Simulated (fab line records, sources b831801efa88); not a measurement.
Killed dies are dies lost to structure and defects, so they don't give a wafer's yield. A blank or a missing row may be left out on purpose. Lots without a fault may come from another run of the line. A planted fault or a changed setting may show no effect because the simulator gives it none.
fab line records | flow sky130
record lots=6 wafers=18 last_day=49
route steps=708 shown SONOS_TUNNEL@156 SONOS_ONO@168 PAD_OPEN@708
lots that met no fault: from a run of the same line without faults
start_h: hours from the record's first day to the start of the lot's first wafer shown | wait_h: hours since the lot's step before | " the same as in the row above | L1.1+2: a row that stands for several wafers | - no value, or no start given | * or withheld: withheld | < > ~ a bound
route shown NAME@n: a module of which the file shows steps, and the number in the route of the first | usual: mean/standard deviation of fault-free wafers | same: alike in all rows | chamber/n: place in a boat | sites: the reading at each site | _std_site: their standard deviation | _edge_site: outer sites' mean less inner sites' | radius_mm: how far each site lies from the wafer's centre | mask NAME#n: copy n | behind: the tool/chamber that last shaped the wafer | hold: why the lot was held/for how many hours/how that ended | device: the transistor (n, p or np) that didn't switch | end of line: the same wafers' tests at the end of the route | a step without rows: its recipe alone | killed: dies lost to structure and defects at the first sort, not the wafer's yield | map: a wafer's dies, x killed, . not, _ none there
set.NAME: the setting as run; set.NAME@STEP: as run at that earlier step | model.NAME: the simulator's own value behind a step, which no gauge read
lots at some steps of the route; a table a step, a row a wafer
services: from which hour (start_h, from the record's first day; less than 0 if before it) a tool's chamber was out of use, for how many hours, and why
## steps
# step SKY_SONOS_TUNNEL_COAT_02
# recipe resist=NOVOLAK spin_rpm=3000 resist_thk_nm=1140
# step SKY_SONOS_TUNNEL_SOFTBAKE_03
# recipe temp_c=90 time_s=60 resist=NOVOLAK
# step SKY_SONOS_TUNNEL_EXPOSE_04
# recipe mask_id=TUNM na=0.6 source_shape=conventional sigma_outer=0.6 polarization=unpolarized target_cd_nm=410 dose_mj=136
# step SKY_SONOS_TUNNEL_PEB_05
# recipe temp_c=withheld time_s=* resist=NOVOLAK
# step SKY_SONOS_TUNNEL_DEVELOP_06
# recipe resist=NOVOLAK developer=TMAH develop_time_s=60 dev_temp_c=23
# step SKY_SONOS_TUNNEL_CD_MEAS_07
# recipe target_cd_nm=410
# usual cd_nm=408.8/2.4
# columns lot.wafer tool chamber start_h wait_h cd_nm
L386.2 cd_sem-01 - 279.95 0.1 407.2
L386.5 " - " " 407.3
L386.6 " - " " 408.8
L389.1 cd_sem-01 - 297.82 0.1 408.3
L389.2 " - " " 409.2
L389.4 " - " " 409.5
L390.2 cd_sem-02 - 309.00 0.1 411.2
L390.5 " - " " 411.6
L390.6 " - " " 410.0
L393.2 cd_sem-01 - 340.64 0.1 407.2
L393.5 " - " " 403.8
L393.6 " - " " 406.1
L395.1 cd_sem-02 - 352.88 0.1 410.1
L395.3 " - " " 410.9
L395.6 " - " " 411.1
L396.2 cd_sem-02 - 359.84 0.1 407.7
L396.5 " - " " 407.8
L396.6 " - " " 406.8
# step SKY_SONOS_TUNNEL_OVL_MEAS_08
# usual SONOS_TUNNEL_OVL=0.1/1.3
# columns lot.wafer tool chamber start_h wait_h SONOS_TUNNEL_OVL[nm]
L386.2 overlay-02 - 280.06 0.1 0.1
L386.5 " - " " 0.2
L386.6 " - " " -0.8
L389.1 overlay-02 - 297.94 0.1 -1.0
L389.2 " - " " -1.3
L389.4 " - " " -3.0
L390.2 overlay-02 - 309.11 0.1 0.0
L390.5 " - " " -0.2
L390.6 " - " " 2.7
L393.2 overlay-01 - 340.75 0.1 -1.8
L393.5 " - " " -0.9
L393.6 " - " " -2.3
L395.1 overlay-01 - 353.00 0.1 -1.7
L395.3 " - " " 0.3
L395.6 " - " " -1.6
L396.2 overlay-01 - 359.95 0.1 0.3
L396.5 " - " " 0.2
L396.6 " - " " -0.5
# step SKY_SONOS_TUNNEL_IMPLANT_09
# recipe species=B energy_kev=20 dose_cm2=1e+12 tilt_deg=withheld
# step SKY_SONOS_TUNNEL_WET_ETCH_10
# recipe chemistry=dHF target_depth_nm=14 target=SiO2 dilution=100:1 temp_c=25 time_s=280
# step SKY_SONOS_TUNNEL_STRIP_11
# recipe chemistry=SPM time_s=600 temp_c=130
# step SKY_SONOS_TUNNEL_TW_MEAS_12
# usual SONOS_TUNNEL_TW=199.4/1.7
# columns lot.wafer tool chamber start_h wait_h SONOS_TUNNEL_TW
L386.2 film_metro-04 - 280.51 0.0 198.5
L386.5 " - " " 197.5
L386.6 " - " " 197.1
L389.1 film_metro-04 - 298.39 0.0 198.6
L389.2 " - " " 199.3
L389.4 " - " " 199.0
L390.2 film_metro-03 - 309.56 0.0 197.6
L390.5 " - " " 195.7
L390.6 " - " " 198.5
L393.2 film_metro-04 - 341.20 0.0 198.7
L393.5 " - " " 198.6
L393.6 " - " " 199.9
L395.1 film_metro-03 - 353.53 0.0 197.2
L395.3 " - " " 198.2
L395.6 " - " " 196.4
L396.2 film_metro-03 - 360.40 0.0 197.9
L396.5 " - " " 196.6
L396.6 " - " " 197.2
# step SKY_SONOS_TUNNEL_CLEAN_13
# recipe chemistry=dHF time_s=20 dilution=100:1 dry=ipa_marangoni
# step SKY_SONOS_ONO_OXIDATION_00
# recipe temp_c=800 ambient=O2 idle_temp_c=700 ramp_up_c_per_min=10 ramp_down_c_per_min=3 stabilise_s=600 purge_s=300 target_thk_a=26 ox_time_s=1249
# usual ramp_up_c_per_min=10.000/0.0017 spike_tc_centre_C=800.6/1.1 spike_tc_upper_C=800.5/1.3 zone_power_upper_pct=12.67/0.15
# columns lot.wafer tool chamber start_h wait_h ramp_up_c_per_min spike_tc_centre_C spike_tc_upper_C zone_power_upper_pct model.SiO2_of_SONOS_ONO_OXIDATION_00.thk_nm
L386.2 furnace-02 0 282.54 2.0 10.001 800.2 800.4 12.85 2.634
L386.5 " 0 " " 10.000 801.7 798.0 12.76 2.622
L386.6 " 0 " " 10.000 799.5 800.3 12.66 2.641
L389.1 furnace-02 0 303.33 4.9 10.000 801.7 799.1 12.56 2.169
L389.2 " 0 " " 10.002 800.6 800.2 12.84 2.203
L389.4 " 0 " " 9.9984 799.0 800.2 12.69 2.19
L390.2 furnace-02 0 314.45 4.8 9.9973 799.2 800.5 12.80 2.228
L390.5 " 0 " " 10.001 800.2 803.5 12.81 2.269
L390.6 " 0 " " 9.9984 797.8 799.7 12.72 2.245
L393.2 furnace-01 0 341.39 0.0 10.001 801.7 802.0 12.45 2.62
L393.5 " 0 " " 10.000 802.1 800.4 12.58 2.647
L393.6 " 0 " " 9.9990 801.1 802.4 12.44 2.663
L395.1 furnace-01 0 354.38 0.8 9.9985 799.8 801.0 12.48 2.56
L395.3 " 0 " " 10.002 801.2 802.0 12.40 2.568
L395.6 " 0 " " 9.9987 801.3 803.3 12.46 2.579
L396.2 furnace-01 0 360.46 0.0 10.001 803.2 801.1 12.45 2.649
L396.5 " 0 " " 10.001 800.6 802.1 12.43 2.596
L396.6 " 0 " " 9.9996 801.2 799.5 12.56 2.6
# step SKY_SONOS_ONO_THK_MEAS_01
# recipe reads=SiO2_of_SONOS_ONO_OXIDATION_00
# usual SONOS_ONO_OXIDATION_THK=2.62/0.059
# columns lot.wafer tool chamber start_h wait_h SONOS_ONO_OXIDATION_THK[nm]
L386.2 film_metro-03 - 283.90 0.0 2.60
L386.5 " - " " 2.57
L386.6 " - " " 2.62
L389.1 film_metro-03 - 304.68 0.0 2.13
L389.2 " - " " 2.20
L389.4 " - " " 2.20
L390.2 film_metro-01 - 315.81 0.0 2.22
L390.5 " - " " 2.31
L390.6 " - " " 2.30
L393.2 film_metro-03 - 342.75 0.0 2.67
L393.5 " - " " 2.61
L393.6 " - " " 2.66
L395.1 film_metro-01 - 355.73 0.0 2.54
L395.3 " - " " 2.56
L395.6 " - " " 2.59
L396.2 film_metro-01 - 361.82 0.0 2.63
L396.5 " - " " 2.60
L396.6 " - " " 2.60
# step SKY_SONOS_ONO_CVD_02
# recipe material=Si3N4 precursor=DCS/NH3 target_thk_nm=10.5 temp_c=770 time_s=180 pressure_mtorr=250
# step SKY_PAD_OPEN_PROBE_99
# usual killed_at_M0_to_M3=44/7.7 killed_at_M4_up=3.2/1.7 killed_at_contacts=24/5.3 killed_at_front_end=15/4.3 killed_at_other=0.3/0.57 killed_dies=87/11 killed_open=47/7.4 killed_short=40/6.5
# same gross_dies=492 killed_at_back_side=0
# columns lot.wafer tool chamber start_h wait_h killed_at_M0_to_M3 killed_at_M4_up killed_at_contacts killed_at_front_end killed_at_other killed_dies killed_open killed_short model.etest.sonos_erased.drive_ua_um model.etest.cap_ono.gate_log10_a_cm2 model.etest.cap_ono.tox_acc_nm model.etest.sonos_erased.vt_v model.etest.sonos_baked.vt_less_v
L386.2 prober-02 - 1102.65 0.1 50 5 23 13 0 91 50 41 192.1 -7.81 12.83 -2.319 -0.527
L386.5 prober-02 - 1102.80 0.2 49 3 25 14 0 91 46 45 197.9 -7.833 12.79 -2.335 -0.5239
L386.6 prober-02 - 1102.85 0.2 37 3 19 7 0 66 34 32 170.4 -7.964 12.99 -2.254 -0.4679
L389.1 prober-01 - 1117.37 0.1 46 3 25 12 0 86 48 38 220.1 -7.343 12.41 -2.547 -0.6948
L389.2 prober-01 - 1117.42 0.1 47 5 15 17 0 84 40 44 250.2 -7.464 12.54 -2.547 -0.6809
L389.4 prober-01 - 1117.52 0.2 44 4 30 20 1 99 47 52 193.2 -7.509 12.59 -2.471 -0.6292
L390.2 prober-02 - 1123.25 0.1 38 1 20 14 1 74 38 36 200.6 -7.499 12.53 -2.482 -0.656
L390.5 prober-02 - 1123.40 0.2 44 1 18 10 0 73 43 30 209.1 -7.465 12.56 -2.47 -0.6426
L390.6 prober-02 - 1123.45 0.2 42 2 17 9 0 70 41 29 202.6 -7.653 12.68 -2.458 -0.6763
L393.2 prober-01 - 1144.25 0.1 60 5 27 9 1 102 52 50 200.6 -7.925 12.88 -2.324 -0.4764
L393.5 prober-01 - 1144.40 0.2 54 1 17 15 1 88 45 43 165.1 -8.005 12.92 -2.24 -0.4969
L393.6 prober-01 - 1144.45 0.2 41 4 34 14 0 93 48 45 206.7 -7.849 12.81 -2.323 -0.5074
L396.2 prober-01 - 1155.81 0.1 38 4 19 17 1 79 46 32 165.3 -8.158 13.02 -2.199 -0.533
L396.5 prober-01 - 1155.96 0.2 44 4 22 17 2 89 46 42 194.3 -7.827 12.85 -2.317 -0.5815
L396.6 prober-01 - 1156.01 0.2 48 2 26 23 1 100 50 50 171.2 -7.931 12.86 -2.283 -0.5126
L395.1 prober-02 - 1167.89 0.1 41 2 26 12 0 81 45 36 204.2 -8.065 12.97 -2.309 -0.5037
L395.3 prober-02 - 1167.99 0.2 41 1 20 19 1 82 43 39 203.2 -7.968 12.87 -2.332 -0.5195
L395.6 prober-02 - 1168.14 0.2 42 1 22 14 2 81 49 32 208.5 -7.971 12.88 -2.344 -0.5012
# killed by level:class
L386.2 VIA1:geometric_particle:open=13 CONTACT:geometric_particle:open=12 VIA2:geometric_particle:open=8 VIA1:geometric_particle:short=7 METAL2:geometric_particle:short=6 FIELD_ISO:geometric_particle:short=5 VIA3:geometric_particle:short=5 FIELD_ISO:geometric_particle:open=4
L386.5 CONTACT:geometric_particle:open=15 VIA1:geometric_particle:open=10 VIA3:geometric_particle:open=9 FIELD_ISO:geometric_particle:short=6 METAL2:geometric_particle:short=6 LOCAL_INTERCONNECT:geometric_particle:short=5 VIA1:geometric_particle:short=5 VIA3:geometric_particle:short=5
L386.6 METAL2:geometric_particle:short=7 VIA2:geometric_particle:open=7 CONTACT:geometric_particle:open=6 VIA1:geometric_particle:open=5 LI_CONTACT:geometric_particle:open=4 LOCAL_INTERCONNECT:geometric_particle:short=4 VIA3:geometric_particle:open=4 POLY_GATE:geometric_particle:short=3
L389.1 CONTACT:geometric_particle:open=11 VIA1:geometric_particle:open=11 VIA3:geometric_particle:open=9 CONTACT:geometric_particle:short=6 METAL2:geometric_particle:short=6 FIELD_ISO:geometric_particle:open=4 LI_CONTACT:geometric_particle:open=4 METAL1:geometric_particle:short=4
L389.2 VIA1:geometric_particle:short=9 VIA3:geometric_particle:open=8 FIELD_ISO:geometric_particle:short=7 METAL2:geometric_particle:short=7 VIA1:geometric_particle:open=6 CONTACT:geometric_particle:open=5 CONTACT:geometric_particle:short=5 VIA2:geometric_particle:open=4
L389.4 FIELD_ISO:geometric_particle:open=9 METAL2:geometric_particle:short=8 LI_CONTACT:geometric_particle:open=8 CONTACT:geometric_particle:short=7 VIA3:geometric_particle:open=7 CONTACT:geometric_particle:open=6 VIA1:geometric_particle:open=6 FIELD_ISO:geometric_particle:short=5
L390.2 VIA1:geometric_particle:open=8 LI_CONTACT:geometric_particle:open=7 CONTACT:geometric_particle:open=7 METAL2:geometric_particle:short=6 METAL1:geometric_particle:short=5 FIELD_ISO:geometric_particle:short=4 FIELD_ISO:geometric_particle:open=4 VIA3:geometric_particle:open=4
L390.5 VIA2:geometric_particle:open=11 VIA1:geometric_particle:open=9 LI_CONTACT:geometric_particle:open=6 CONTACT:geometric_particle:open=6 VIA1:geometric_particle:short=6 METAL2:geometric_particle:short=4 METAL1:geometric_particle:short=4 LOCAL_INTERCONNECT:geometric_particle:short=3
L390.6 VIA1:geometric_particle:open=9 CONTACT:geometric_particle:short=7 VIA3:geometric_particle:open=7 VIA2:geometric_particle:open=7 VIA1:geometric_particle:short=6 FIELD_ISO:geometric_particle:open=4 LI_CONTACT:geometric_particle:open=4 CONTACT:geometric_particle:open=4
L393.2 VIA1:geometric_particle:open=20 METAL1:geometric_particle:short=8 CONTACT:geometric_particle:open=7 VIA3:geometric_particle:short=6 VIA1:geometric_particle:short=6 VIA2:geometric_particle:open=6 LI_CONTACT:geometric_particle:short=5 LI_CONTACT:geometric_particle:open=5
L393.5 VIA1:geometric_particle:open=12 METAL1:geometric_particle:short=9 METAL2:geometric_particle:short=9 VIA2:geometric_particle:open=9 FIELD_ISO:geometric_particle:open=6 VIA3:geometric_particle:open=6 LI_CONTACT:geometric_particle:open=5 POLY_GATE:geometric_particle:short=4
L393.6 CONTACT:geometric_particle:open=18 VIA1:geometric_particle:open=8 LI_CONTACT:geometric_particle:open=6 METAL2:geometric_particle:short=6 METAL1:geometric_particle:short=6 VIA3:geometric_particle:short=5 FIELD_ISO:geometric_particle:short=4 POLY_GATE:geometric_particle:short=4
L396.2 CONTACT:geometric_particle:open=11 VIA1:geometric_particle:open=8 POLY_GATE:geometric_particle:open=7 METAL2:geometric_particle:short=7 VIA3:geometric_particle:open=5 FIELD_ISO:geometric_particle:open=4 METAL1:geometric_particle:short=4 VIA2:geometric_particle:open=4
L396.5 VIA1:geometric_particle:open=12 LI_CONTACT:geometric_particle:open=8 VIA3:geometric_particle:open=6 CONTACT:geometric_particle:open=6 FIELD_ISO:geometric_particle:short=5 FIELD_ISO:geometric_particle:open=4 POLY_GATE:geometric_particle:open=4 VIA2:geometric_particle:short=4
L396.6 VIA1:geometric_particle:open=15 CONTACT:geometric_particle:open=8 VIA1:geometric_particle:short=8 FIELD_ISO:geometric_particle:short=6 CONTACT:geometric_particle:short=5 POLY_GATE:geometric_particle:short=5 LI_CONTACT:geometric_particle:short=5 METAL1:geometric_particle:short=5
L395.1 VIA1:geometric_particle:open=12 CONTACT:geometric_particle:open=7 CONTACT:geometric_particle:short=7 METAL2:geometric_particle:short=5 FIELD_ISO:geometric_particle:open=4 POLY_GATE:geometric_particle:open=4 LI_CONTACT:geometric_particle:open=4 LOCAL_INTERCONNECT:geometric_particle:short=4
L395.3 VIA1:geometric_particle:open=10 VIA2:geometric_particle:open=8 LI_CONTACT:geometric_particle:open=6 CONTACT:geometric_particle:open=6 POLY_GATE:geometric_particle:short=5 CONTACT:geometric_particle:short=5 VIA3:geometric_particle:open=5 FIELD_ISO:geometric_particle:short=4
L395.6 VIA1:geometric_particle:open=11 LI_CONTACT:geometric_particle:open=9 VIA2:geometric_particle:open=9 CONTACT:geometric_particle:open=8 FIELD_ISO:geometric_particle:open=5 VIA1:geometric_particle:short=5 FIELD_ISO:geometric_particle:short=4 METAL1:geometric_particle:short=3
## services
# columns tool chamber start_h hours kind
furnace-01 - 285.09 28.3 pm
furnace-01 - 313.37 4.5 pm
## key
first_sign step=SKY_SONOS_ONO_THK_MEAS_01 reading=SONOS_ONO_OXIDATION_THK direction=down sigmas=6.8 usual=2.62 struck=2.23
effect none on later readings
model_effect step=SKY_SONOS_ONO_OXIDATION_00 value=SiO2_of_SONOS_ONO_OXIDATION_00.thk_nm without=2.648 struck=2.217
model_effect step=SKY_PAD_OPEN_PROBE_99 value=etest.sonos_erased.drive_ua_um without=183.6 struck=212.6
met_at SKY_SONOS_ONO_OXIDATION_00
struck_wafers L389.1,L389.2,L389.4,L390.2,L390.5,L390.6
tester_left_out L389,L390
onset_between 282.54 303.33
fault kind=process_parameter_drift tool=furnace-02 chamber=- onset_h=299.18 steps=SKY_SONOS_ONO_OXIDATION_00 channel=ox_time_s offset=* shape=step end_h=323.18 acts_in=* stated=*
# tester_left_out: of these lots the tester's yield and bins aren't shown, on N5 and GAA mostly nor the transistor test; their killed dies are dies lost to structure and defects alone, not to doping, threshold or leakage, so they don't give the yield
